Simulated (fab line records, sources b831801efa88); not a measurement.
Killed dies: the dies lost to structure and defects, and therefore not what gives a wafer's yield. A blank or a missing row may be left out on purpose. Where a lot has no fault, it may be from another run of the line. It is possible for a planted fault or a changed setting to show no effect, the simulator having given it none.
fab line records -- flow sky130
record lots=7, wafers=19, last-day=50
route steps=708 shown VIA2@520 METAL3@532 PAD_OPEN@708
lots that met no fault: taken from a fault-free run of the same line
start-h: start of the lot's first displayed wafer, in hours after the record's first day -- wait-h: time in hours since the lot's previous step -- " unchanged from the row above -- L1.1+2: a row that stands for several wafers -- - no value, or no start was given -- * or withheld: withheld -- < > ~ a bound
route shown NAME@n: a module of which the file shows steps, and the number in the route of the first -- usual: average and standard deviation across the fault-free wafers -- same: alike in all rows -- chamber/n: place in a boat -- sites: per-site readings -- _std_site: standard deviation across them -- _edge_site: mean of outer sites minus mean of inner sites -- radius-mm: how far each site lies from the wafer's centre -- mask NAME#n: copy n -- behind: tool/chamber where the wafer was last shaped -- hold: the reason the lot was held/the length of the hold in hours/how it ended -- device: which transistor (n, p or np) failed to switch -- end of line: the tests these same wafers got at the end of their route -- where a step has no rows: the recipe by itself -- killed: dies lost to structure and defects at the first sort, not the wafer's yield -- map: a wafer's dies, x killed, . not, _ none there
set.NAME: the setting as run; set.NAME@STEP: as run at that earlier step -- model.NAME: the simulator's own value behind a step, which no gauge read
lots at selected steps of the route; one table per step, one row per wafer
services: when a tool's chamber went out of use (start-h, in hours from the record's first day, below 0 if earlier), for how many hours, and the reason
## steps
# step SKY_VIA2_OVL_MEAS_13
# usual VIA2_OVL=1/5.2
lot.wafer,tool,chamber,start-h,wait-h,VIA2_OVL[nm]
L585.3,overlay-02,-,842.71,0.1,10
L585.4,overlay-02,-,842.71,0.1,9
L585.5,overlay-02,-,842.71,0.1,5
L591.1,overlay-02,-,892.05,0.1,4
L591.5,overlay-02,-,892.05,0.1,7
L593.1,overlay-02,-,912.25,0.1,-1
L593.6,overlay-02,-,912.25,0.1,3
L594.2,overlay-01,-,916.96,0.1,0
L594.4,overlay-01,-,916.96,0.1,1
L594.5,overlay-01,-,916.96,0.1,3
L600.2,overlay-02,-,958.80,0.1,-4
L600.3,overlay-02,-,958.80,0.1,-2
L600.4,overlay-02,-,958.80,0.1,-6
L604.2,overlay-01,-,998.03,0.1,5
L604.4,overlay-01,-,998.03,0.1,-1
L604.6,overlay-01,-,998.03,0.1,-2
L606.1,overlay-02,-,1002.75,0.1,5
L606.4,overlay-02,-,1002.75,0.1,1
L606.6,overlay-02,-,1002.75,0.1,1
# step SKY_VIA2_ETCH_14
# recipe chemistry=N2/H2, target=BARC, ion-energy-ev=200, source-w=500, bias-w=100, pressure-mtorr=30, n2-flow-sccm=100, h2-flow-sccm=200, stop-on=SiO2, time-s=45.9, target-depth-a=600
# usual drypump-motor-current-A=5.8/0.34, oes-product-au=0.855/0.0048, throttle-valve-pct=13.225/0.01
# same time-s=45.9
lot.wafer,tool,chamber,start-h,wait-h,drypump-motor-current-A,oes-product-au,rf-hours-counter-h,throttle-valve-pct
L585.3,rie-diel-03,2,842.74,0.0,5.6,0.855,7,13.231
L585.4,rie-diel-03,3,842.74,0.0,6.3,0.845,-,13.237
L585.5,rie-diel-03,2,842.74,0.0,5.5,0.854,-,13.211
L591.1,rie-diel-03,3,892.09,0.0,6.3,0.852,16,13.212
L591.5,rie-diel-03,2,892.09,0.0,5.6,0.852,-,13.216
L593.1,rie-diel-04,0,912.29,0.0,5.8,0.844,10,13.232
L593.6,rie-diel-04,1,912.29,0.0,5.8,0.847,-,13.220
L594.2,rie-diel-04,3,916.99,0.0,5.4,0.859,8,13.225
L594.4,rie-diel-04,2,916.99,0.0,6.4,0.854,4,13.211
L594.5,rie-diel-04,3,916.99,0.0,5.5,0.855,-,13.236
L600.2,rie-diel-01,1,958.83,0.0,6.0,0.847,7,13.223
L600.3,rie-diel-01,3,958.83,0.0,5.6,0.849,27,13.228
L600.4,rie-diel-01,2,958.83,0.0,5.9,0.857,18,13.223
L604.2,rie-diel-04,1,998.06,0.0,5.8,0.855,5,13.222
L604.4,rie-diel-04,0,998.06,0.0,5.9,0.855,12,13.219
L604.6,rie-diel-04,0,998.06,0.0,5.9,0.853,-,13.215
L606.1,rie-diel-04,0,1002.79,0.0,5.9,0.859,13,13.240
L606.4,rie-diel-04,1,1002.79,0.0,5.8,0.861,5,13.224
L606.6,rie-diel-04,2,1002.79,0.0,6.4,0.858,-,13.226
# step SKY_VIA2_ETCH_15
# recipe target=SiO2, chemistry=C4F8/O2/Ar, target-depth-nm=546, stop-on=TiN, mask-material=KrF-thick, source-w=1500, bias-w=1200, pressure-mtorr=40, c4f8-flow-sccm=withheld, O2_flow_sccm=6, Ar_flow_sccm=300, time-s=84
# usual oes-product-au=0.939/0.0043
# same time-s=84
lot.wafer,tool,chamber,start-h,wait-h,oes-product-au,rf-hours-counter-h
L585.3,rie-diel-03,2,842.78,0.0,0.933,7
L585.4,rie-diel-03,3,842.78,0.0,0.938,-
L585.5,rie-diel-03,2,842.78,0.0,0.932,-
L591.1,rie-diel-03,3,892.13,0.0,0.937,16
L591.5,rie-diel-03,2,892.13,0.0,0.939,-
L593.1,rie-diel-04,0,912.33,0.0,0.943,10
L593.6,rie-diel-04,1,912.33,0.0,0.938,-
L594.2,rie-diel-04,3,917.03,0.0,0.944,8
L594.4,rie-diel-04,2,917.03,0.0,0.936,4
L594.5,rie-diel-04,3,917.03,0.0,0.941,-
L600.2,rie-diel-01,1,958.87,0.0,0.940,8
L600.3,rie-diel-01,3,958.87,0.0,0.944,27
L600.4,rie-diel-01,2,958.87,0.0,0.941,18
L604.2,rie-diel-04,1,998.10,0.0,0.933,5
L604.4,rie-diel-04,0,998.10,0.0,0.940,13
L604.6,rie-diel-04,0,998.10,0.0,0.939,-
L606.1,rie-diel-04,0,1002.83,0.0,0.945,13
L606.4,rie-diel-04,1,1002.83,0.0,0.945,5
L606.6,rie-diel-04,2,1002.83,0.0,0.935,-
# step SKY_VIA2_STRIP_16
# recipe chemistry=O2/N2, power-w=1400, pressure-mtorr=1500, platen-temp-c=withheld, o2-flow-sccm=3000, n2-flow-sccm=300, overash-fraction=0.5
# step SKY_VIA2_STRIP_17
# recipe chemistry=post-etch-residue-remover, time-s=1200, temp-c=72.5
# step SKY_VIA2_CLEAN_18
# recipe chemistry=IPA, time-s=180, temp-c=25
# step SKY_VIA2_CLEAN_19
# recipe chemistry=O3/DIW, dry=n2-spin
# step SKY_VIA2_SPUTTER_20
# recipe material=TiN, target-thk-nm=20, chamber-pressure-pa=5, power-w=4000, time-s=80
# usual throttle-valve-pct=29.4/1.4
# same time-s=80
lot.wafer,tool,chamber,start-h,wait-h,throttle-valve-pct
L585.3,pvd-sputter-02,-,844.02,0.0,28.9
L585.4,pvd-sputter-02,-,844.02,0.0,26.9
L585.5,pvd-sputter-02,-,844.02,0.0,28.6
L591.1,pvd-sputter-01,-,892.87,0.0,32.2
L591.5,pvd-sputter-01,-,892.87,0.0,32.0
L593.1,pvd-sputter-04,-,913.03,0.0,30.2
L593.6,pvd-sputter-04,-,913.03,0.0,29.0
L594.2,pvd-sputter-04,-,917.73,0.0,31.0
L594.4,pvd-sputter-04,-,917.73,0.0,28.6
L594.5,pvd-sputter-04,-,917.73,0.0,28.9
L600.2,pvd-sputter-02,-,959.60,0.0,28.6
L600.3,pvd-sputter-02,-,959.60,0.0,30.8
L600.4,pvd-sputter-02,-,959.60,0.0,30.4
L604.2,pvd-sputter-01,-,998.75,0.0,32.0
L604.4,pvd-sputter-01,-,998.75,0.0,28.7
L604.6,pvd-sputter-01,-,998.75,0.0,28.9
L606.1,pvd-sputter-04,-,1003.48,0.0,31.1
L606.4,pvd-sputter-04,-,1003.48,0.0,30.0
L606.6,pvd-sputter-04,-,1003.48,0.0,30.8
# step SKY_VIA2_CVD_21
# recipe material=W, target-thk-nm=420, time-s=126.4, temp-c=400, pressure-torr=40
# usual heater-power-w=942/110
# same time-s=126.4
lot.wafer,tool,chamber,start-h,wait-h,heater-power-w
L585.3,cvd-w-02,1,844.13,0.1,872
L585.4,cvd-w-02,0,844.13,0.1,1072
L585.5,cvd-w-02,0,844.13,0.1,1046
L591.1,cvd-w-01,1,892.94,0.0,923
L591.5,cvd-w-01,0,892.94,0.0,1075
L593.1,cvd-w-01,1,913.21,0.1,875
L593.6,cvd-w-01,0,913.21,0.1,1107
L594.2,cvd-w-01,0,917.79,0.0,1075
L594.4,cvd-w-01,0,917.79,0.0,1102
L594.5,cvd-w-01,1,917.79,0.0,903
L600.2,cvd-w-01,0,959.66,0.0,1113
L600.3,cvd-w-01,0,959.66,0.0,1085
L600.4,cvd-w-01,1,959.66,0.0,916
L604.2,cvd-w-01,1,998.82,0.0,880
L604.4,cvd-w-01,1,998.82,0.0,900
L604.6,cvd-w-01,1,998.82,0.0,885
L606.1,cvd-w-02,1,1003.54,0.0,792
L606.4,cvd-w-02,1,1003.54,0.0,771
L606.6,cvd-w-02,1,1003.54,0.0,778
# step SKY_VIA2_RS_MEAS_22
# recipe thk-meas-gauge=four-point-probe, reads=W_of_VIA2_CVD_21+TiN_of_VIA2_SPUTTER_20
# usual VIA2_W_RS=0.2742/0.0027
lot.wafer,tool,chamber,start-h,wait-h,VIA2_W_RS[ohm/sq]
L585.3,film-metro-01,-,844.26,0.1,0.2756
L585.4,film-metro-01,-,844.26,0.1,0.2753
L585.5,film-metro-01,-,844.26,0.1,0.2739
L591.1,film-metro-01,-,893.07,0.1,0.2727
L591.5,film-metro-01,-,893.07,0.1,0.2683
L593.1,film-metro-03,-,913.34,0.1,0.2744
L593.6,film-metro-03,-,913.34,0.1,0.2748
L594.2,film-metro-01,-,917.94,0.1,0.2740
L594.4,film-metro-01,-,917.94,0.1,0.2768
L594.5,film-metro-01,-,917.94,0.1,0.2740
L600.2,film-metro-02,-,959.81,0.1,0.2750
L600.3,film-metro-02,-,959.81,0.1,0.2747
L600.4,film-metro-02,-,959.81,0.1,0.2713
L604.2,film-metro-02,-,998.97,0.1,0.2703
L604.4,film-metro-02,-,998.97,0.1,0.2749
L604.6,film-metro-02,-,998.97,0.1,0.2717
L606.1,film-metro-03,-,1003.81,0.2,0.2771
L606.4,film-metro-03,-,1003.81,0.2,0.2781
L606.6,film-metro-03,-,1003.81,0.2,0.2749
# step SKY_VIA2_THK_MEAS_23
# recipe thk-meas-gauge=xrf, reads=W_of_VIA2_CVD_21
# usual VIA2_W_THK=391/6.2
lot.wafer,tool,chamber,start-h,wait-h,VIA2_W_THK[nm]
L585.3,film-metro-01,-,844.36,0.1,388
L585.4,film-metro-01,-,844.36,0.1,386
L585.5,film-metro-01,-,844.36,0.1,389
L591.1,film-metro-01,-,893.19,0.1,391
L591.5,film-metro-01,-,893.19,0.1,392
L593.1,film-metro-03,-,913.46,0.1,402
L593.6,film-metro-03,-,913.46,0.1,398
L594.2,film-metro-01,-,918.05,0.1,391
L594.4,film-metro-01,-,918.05,0.1,388
L594.5,film-metro-01,-,918.05,0.1,391
L600.2,film-metro-02,-,959.92,0.1,392
L600.3,film-metro-02,-,959.92,0.1,393
L600.4,film-metro-02,-,959.92,0.1,398
L604.2,film-metro-02,-,999.08,0.1,396
L604.4,film-metro-02,-,999.08,0.1,391
L604.6,film-metro-02,-,999.08,0.1,395
L606.1,film-metro-03,-,1003.93,0.1,390
L606.4,film-metro-03,-,1003.93,0.1,390
L606.6,film-metro-03,-,1003.93,0.1,391
# step SKY_VIA2_CMP_24
# recipe stop-on=SiO2, t-overpolish-s=20, down-force-psi=3.5, platen-rpm=60, target-thk-nm=0, pad-velocity-m-s=0.94248
# step SKY_METAL3_SPUTTER_00
# recipe material=Ti, target-thk-nm=15, power-w=3000, time-s=10, chamber-pressure-pa=0.4
# usual throttle-valve-pct=29.7/1.2
lot.wafer,tool,chamber,start-h,wait-h,throttle-valve-pct,model.Ti_of_METAL3_SPUTTER_00.thk-nm
L585.3,pvd-sputter-03,-,844.70,0.1,30.2,15.18
L585.4,pvd-sputter-03,-,844.70,0.1,31.4,14.97
L585.5,pvd-sputter-03,-,844.70,0.1,29.8,15.09
L591.1,pvd-sputter-03,-,893.55,0.1,28.8,20.05
L591.5,pvd-sputter-03,-,893.55,0.1,31.4,15.22
L593.1,pvd-sputter-03,-,913.82,0.1,31.5,20.05
L593.6,pvd-sputter-03,-,913.82,0.1,28.8,14.95
L594.2,pvd-sputter-03,-,918.40,0.2,31.2,19.9
L594.4,pvd-sputter-03,-,918.40,0.2,28.6,14.69
L594.5,pvd-sputter-03,-,918.40,0.2,31.2,14.78
L600.2,pvd-sputter-01,-,960.27,0.2,28.8,14.97
L600.3,pvd-sputter-01,-,960.27,0.2,28.3,15.16
L600.4,pvd-sputter-01,-,960.27,0.2,31.9,14.97
L604.2,pvd-sputter-01,-,999.43,0.2,28.6,15.36
L604.4,pvd-sputter-01,-,999.43,0.2,29.1,14.97
L604.6,pvd-sputter-01,-,999.43,0.2,32.1,15.23
L606.1,pvd-sputter-01,-,1004.29,0.1,32.0,15.26
L606.4,pvd-sputter-01,-,1004.29,0.1,28.8,15.54
L606.6,pvd-sputter-01,-,1004.29,0.1,28.7,15.51
# step SKY_METAL3_SPUTTER_01
# recipe material=TiN, target-thk-nm=20, power-w=6500, time-s=16.7, chamber-pressure-pa=0.4
# usual throttle-valve-pct=29.7/1.2
# same time-s=16.7
lot.wafer,tool,chamber,start-h,wait-h,throttle-valve-pct
L585.3,pvd-sputter-03,-,844.72,0.0,29.9
L585.4,pvd-sputter-03,-,844.72,0.0,31.4
L585.5,pvd-sputter-03,-,844.72,0.0,30.3
L591.1,pvd-sputter-03,-,893.57,0.0,28.8
L591.5,pvd-sputter-03,-,893.57,0.0,31.3
L593.1,pvd-sputter-03,-,913.84,0.0,31.4
L593.6,pvd-sputter-03,-,913.84,0.0,28.8
L594.2,pvd-sputter-03,-,918.42,0.0,31.3
L594.4,pvd-sputter-03,-,918.42,0.0,28.9
L594.5,pvd-sputter-03,-,918.42,0.0,31.3
L600.2,pvd-sputter-01,-,960.29,0.0,28.8
L600.3,pvd-sputter-01,-,960.29,0.0,28.4
L600.4,pvd-sputter-01,-,960.29,0.0,32.1
L604.2,pvd-sputter-01,-,999.45,0.0,28.8
L604.4,pvd-sputter-01,-,999.45,0.0,28.9
L604.6,pvd-sputter-01,-,999.45,0.0,32.0
L606.1,pvd-sputter-01,-,1004.31,0.0,32.1
L606.4,pvd-sputter-01,-,1004.31,0.0,28.4
L606.6,pvd-sputter-01,-,1004.31,0.0,28.9
# step SKY_PAD_OPEN_PROBE_99
# usual defect-limited-yield=82.5/1.9, killed_at_M0_to_M3=42/7.4, killed_at_M4_up=3.4/1.8, killed-at-contacts=25/5.4, killed-at-front-end=15/4.4, killed-at-other=0.2/0.52, killed-dies=86/9.3, killed-open=47/7.6, killed-short=39/6.5, sort_bin_3_pad_short=0.9/0.46, sort_bin_5_function=10.3/1.5, sort_bin_6_memory=6.3/1.2, sort-n-pass=406/9.3, sort-yield-pct=82.5/1.9
# same gross-dies=492, killed-at-back-side=0, sort_bin_4_leakage[%]=0, sort_bin_8_speed[%]=0
lot.wafer,tool,chamber,start-h,wait-h,defect-limited-yield[%],killed_at_M0_to_M3,killed_at_M4_up,killed-at-contacts,killed-at-front-end,killed-at-other,killed-dies,killed-open,killed-short,sort_bin_3_pad_short[%],sort_bin_5_function[%],sort_bin_6_memory[%],sort-n-pass,sort-yield-pct[%]
L585.3,prober-02,-,1076.26,0.2,81.7,42,3,31,14,0,90,44,46,1.4,10.8,6.1,402,81.7
L585.4,prober-02,-,1076.31,0.2,84.8,36,3,27,8,1,75,39,36,0.6,8.7,5.9,417,84.8
L585.5,prober-02,-,1076.36,0.2,83.3,39,1,25,16,1,82,44,38,0.8,9.1,6.7,410,83.3
L591.1,prober-02,-,1113.62,0.1,85.6,39,4,20,8,0,71,35,36,0.8,8.3,5.3,421,85.6
L591.5,prober-02,-,1113.82,0.2,82.1,39,3,30,16,0,88,49,39,1.0,10.0,6.9,404,82.1
L593.1,prober-02,-,1128.65,0.1,84.8,34,2,27,12,0,75,40,35,0.6,10.6,4.1,417,84.8
L593.6,prober-02,-,1128.90,0.2,82.9,33,4,24,23,0,84,47,37,1.0,9.3,6.7,408,82.9
L594.2,prober-01,-,1132.90,0.1,84.3,38,3,24,12,0,77,39,38,1.0,10.4,4.3,415,84.3
L594.4,prober-01,-,1133.00,0.2,83.7,36,6,29,8,1,80,52,28,0.6,9.1,6.5,412,83.7
L594.5,prober-01,-,1133.05,0.2,81.1,36,1,38,18,0,93,68,25,0.4,12.2,6.3,399,81.1
L600.2,prober-02,-,1160.89,0.1,79.7,51,5,30,14,0,100,57,43,1.0,14.2,5.1,392,79.7
L600.3,prober-02,-,1160.94,0.2,78.7,49,3,34,19,0,105,63,42,0.4,13.0,7.9,387,78.7
L600.4,prober-02,-,1160.99,0.2,81.5,41,3,24,23,0,91,50,41,0.8,11.6,6.1,401,81.5
L604.2,prober-02,-,1186.70,0.1,81.9,43,2,28,16,0,89,44,45,1.4,8.9,7.7,403,81.9
L604.4,prober-02,-,1186.80,0.2,83.3,37,6,25,14,0,82,40,42,0.2,10.4,6.1,410,83.3
L604.6,prober-02,-,1186.90,0.2,83.9,37,5,28,9,0,79,37,42,1.0,8.7,6.3,413,83.9
L606.1,prober-02,-,1191.55,0.1,77.8,59,4,30,16,0,109,56,53,1.6,12.0,8.5,383,77.8
L606.4,prober-02,-,1191.70,0.2,84.6,46,2,14,14,0,76,42,34,1.0,9.3,5.1,416,84.6
L606.6,prober-02,-,1191.80,0.2,83.5,42,2,24,13,0,81,53,28,1.0,10.8,4.7,411,83.5
# killed by level:class
L585.3 CONTACT:geometric-particle:open=12 METAL1:geometric-particle:short=9 LI_CONTACT:geometric-particle:open=9 FIELD_ISO:geometric-particle:short=7 VIA1:geometric-particle:short=6 VIA1:geometric-particle:open=6 VIA2:geometric-particle:open=6 METAL2:geometric-particle:short=5
L585.4 VIA1:geometric-particle:open=12 CONTACT:geometric-particle:open=10 CONTACT:geometric-particle:short=10 METAL2:geometric-particle:short=4 VIA2:geometric-particle:open=4 VIA3:geometric-particle:open=4 POLY_GATE:geometric-particle:short=3 LI_CONTACT:geometric-particle:open=3
L585.5 CONTACT:geometric-particle:open=12 VIA1:geometric-particle:open=8 VIA3:geometric-particle:open=6 VIA2:geometric-particle:open=5 FIELD_ISO:geometric-particle:open=4 CONTACT:geometric-particle:short=4 LOCAL_INTERCONNECT:geometric-particle:short=4 POLY_GATE:geometric-particle:short=4
L591.1 VIA3:geometric-particle:open=7 LI_CONTACT:geometric-particle:open=6 VIA1:geometric-particle:open=6 CONTACT:geometric-particle:open=5 METAL2:geometric-particle:short=4 CONTACT:geometric-particle:short=4 VIA2:geometric-particle:short=4 VIA3:geometric-particle:short=4
L591.5 LI_CONTACT:geometric-particle:open=10 VIA2:geometric-particle:open=9 VIA1:geometric-particle:short=8 VIA3:geometric-particle:open=6 CONTACT:geometric-particle:open=6 LOCAL_INTERCONNECT:geometric-particle:short=5 VIA1:geometric-particle:open=5 POLY_GATE:geometric-particle:open=4
L593.1 CONTACT:geometric-particle:open=11 VIA1:geometric-particle:open=11 FIELD_ISO:geometric-particle:short=6 LI_CONTACT:geometric-particle:open=6 METAL2:geometric-particle:short=6 CONTACT:geometric-particle:short=5 VIA1:geometric-particle:short=4 LOCAL_INTERCONNECT:geometric-particle:short=4
L593.6 VIA1:geometric-particle:open=10 FIELD_ISO:geometric-particle:open=6 CONTACT:geometric-particle:short=6 CONTACT:geometric-particle:open=6 FIELD_ISO:geometric-particle:short=4 POLY_GATE:geometric-particle:short=4 POLY_GATE:geometric-particle:open=4 LI_CONTACT:geometric-particle:open=4
L594.2 CONTACT:geometric-particle:open=9 LI_CONTACT:geometric-particle:open=7 METAL1:geometric-particle:short=7 VIA1:geometric-particle:open=6 METAL2:geometric-particle:short=5 VIA1:geometric-particle:short=4 VIA3:geometric-particle:open=4 FIELD_ISO:geometric-particle:short=3
L594.4 CONTACT:geometric-particle:open=9 LI_CONTACT:geometric-particle:open=8 VIA3:geometric-particle:open=8 VIA1:geometric-particle:open=7 CONTACT:geometric-particle:short=6 VIA2:geometric-particle:open=5 METAL1:geometric-particle:short=5 POLY_GATE:geometric-particle:open=3
L594.5 LI_CONTACT:geometric-particle:open=17 CONTACT:geometric-particle:open=13 VIA1:geometric-particle:open=10 VIA3:geometric-particle:open=8 FIELD_ISO:geometric-particle:short=6 FIELD_ISO:geometric-particle:open=4 LOCAL_INTERCONNECT:geometric-particle:short=4 POLY_GATE:geometric-particle:open=3
L600.2 VIA1:geometric-particle:open=15 LI_CONTACT:geometric-particle:open=10 CONTACT:geometric-particle:open=10 VIA2:geometric-particle:open=7 VIA3:geometric-particle:open=7 LOCAL_INTERCONNECT:geometric-particle:short=5 CONTACT:geometric-particle:short=5 VIA1:geometric-particle:short=5
L600.3 VIA1:geometric-particle:open=16 LI_CONTACT:geometric-particle:open=12 METAL1:geometric-particle:short=8 LOCAL_INTERCONNECT:geometric-particle:short=7 CONTACT:geometric-particle:open=7 POLY_GATE:geometric-particle:open=6 CONTACT:geometric-particle:short=6 VIA2:geometric-particle:open=5
L600.4 CONTACT:geometric-particle:open=10 FIELD_ISO:geometric-particle:short=9 VIA1:geometric-particle:open=9 LI_CONTACT:geometric-particle:open=6 VIA2:geometric-particle:open=6 VIA3:geometric-particle:open=6 POLY_GATE:geometric-particle:open=5 CONTACT:geometric-particle:short=5
L604.2 VIA2:geometric-particle:open=12 LI_CONTACT:geometric-particle:open=7 CONTACT:geometric-particle:short=7 METAL1:geometric-particle:short=7 VIA3:geometric-particle:open=6 FIELD_ISO:geometric-particle:open=5 LOCAL_INTERCONNECT:geometric-particle:short=5 FIELD_ISO:geometric-particle:short=4
L604.4 CONTACT:geometric-particle:open=8 VIA1:geometric-particle:open=8 LI_CONTACT:geometric-particle:open=7 METAL1:geometric-particle:short=7 VIA2:geometric-particle:open=6 FIELD_ISO:geometric-particle:short=5 FIELD_ISO:geometric-particle:open=5 CONTACT:geometric-particle:short=4
L604.6 VIA2:geometric-particle:open=8 LI_CONTACT:geometric-particle:open=7 CONTACT:geometric-particle:short=7 VIA1:geometric-particle:open=6 CONTACT:geometric-particle:open=5 VIA3:geometric-particle:short=5 LOCAL_INTERCONNECT:geometric-particle:short=4 VIA1:geometric-particle:short=4
L606.1 CONTACT:geometric-particle:open=13 VIA1:geometric-particle:open=12 VIA2:geometric-particle:open=11 VIA1:geometric-particle:short=7 METAL2:geometric-particle:short=7 CONTACT:geometric-particle:short=6 METAL3:geometric-particle:short=6 VIA3:geometric-particle:open=6
L606.4 VIA1:geometric-particle:open=12 VIA3:geometric-particle:open=12 LI_CONTACT:geometric-particle:open=5 VIA1:geometric-particle:short=5 POLY_GATE:geometric-particle:open=4 POLY_GATE:geometric-particle:short=4 METAL1:geometric-particle:short=4 VIA2:geometric-particle:open=4
L606.6 VIA1:geometric-particle:open=13 LI_CONTACT:geometric-particle:open=9 METAL1:geometric-particle:short=7 VIA2:geometric-particle:open=7 VIA3:geometric-particle:open=6 CONTACT:geometric-particle:open=5 POLY_GATE:geometric-particle:open=4 LOCAL_INTERCONNECT:geometric-particle:open=4
## services
tool,chamber,start-h,hours,kind
rie-diel-01,1,827.46,6.3,repair
rie-diel-01,2,829.35,10.1,repair
rie-diel-03,0,839.57,15.2,repair
cvd-w-02,-,863.30,6.9,pm
cvd-w-01,0,866.13,1.4,repair
cvd-w-01,0,870.71,8.8,repair
cvd-w-02,-,871.19,2.2,repair
cvd-w-02,-,874.64,0.3,repair
rie-diel-03,0,875.14,11.4,repair
pvd-sputter-03,-,875.89,0.6,repair
pvd-sputter-04,-,889.50,1.2,repair
cvd-w-02,-,904.00,14.0,pm
cvd-w-02,0,904.00,14.0,vent-cycle
rie-diel-01,1,905.60,3.3,repair
pvd-sputter-04,-,906.30,1.9,repair
pvd-sputter-03,-,943.49,2.7,repair
pvd-sputter-02,-,954.50,1.2,repair
cvd-w-02,-,955.93,0.7,repair
cvd-w-01,-,959.11,0.5,repair
rie-diel-01,-,984.85,0.8,repair
rie-diel-01,0,994.32,11.0,repair
rie-diel-01,3,995.96,13.8,repair
cvd-w-02,0,1002.40,5.6,repair
rie-diel-04,-,1003.66,9.8,repair
## key
first-sign none at tools or gauges
model-effect step=SKY_METAL3_SPUTTER_00, value=Ti_of_METAL3_SPUTTER_00.thk-nm, without=14.99, struck=20
met-at SKY_METAL3_SPUTTER_00
struck-wafers L591.1,L593.1,L594.2
onset-between 844.70 893.55
fault kind=process-parameter-drift, tool=pvd-sputter-03, chamber=-, onset-h=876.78, steps=SKY_METAL3_SPUTTER_00, channel=target-thk-nm, offset=5.0129, shape=step, end-h=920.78, scope=struck-wafers-only, acts-in=these-recipes-only, stated=15
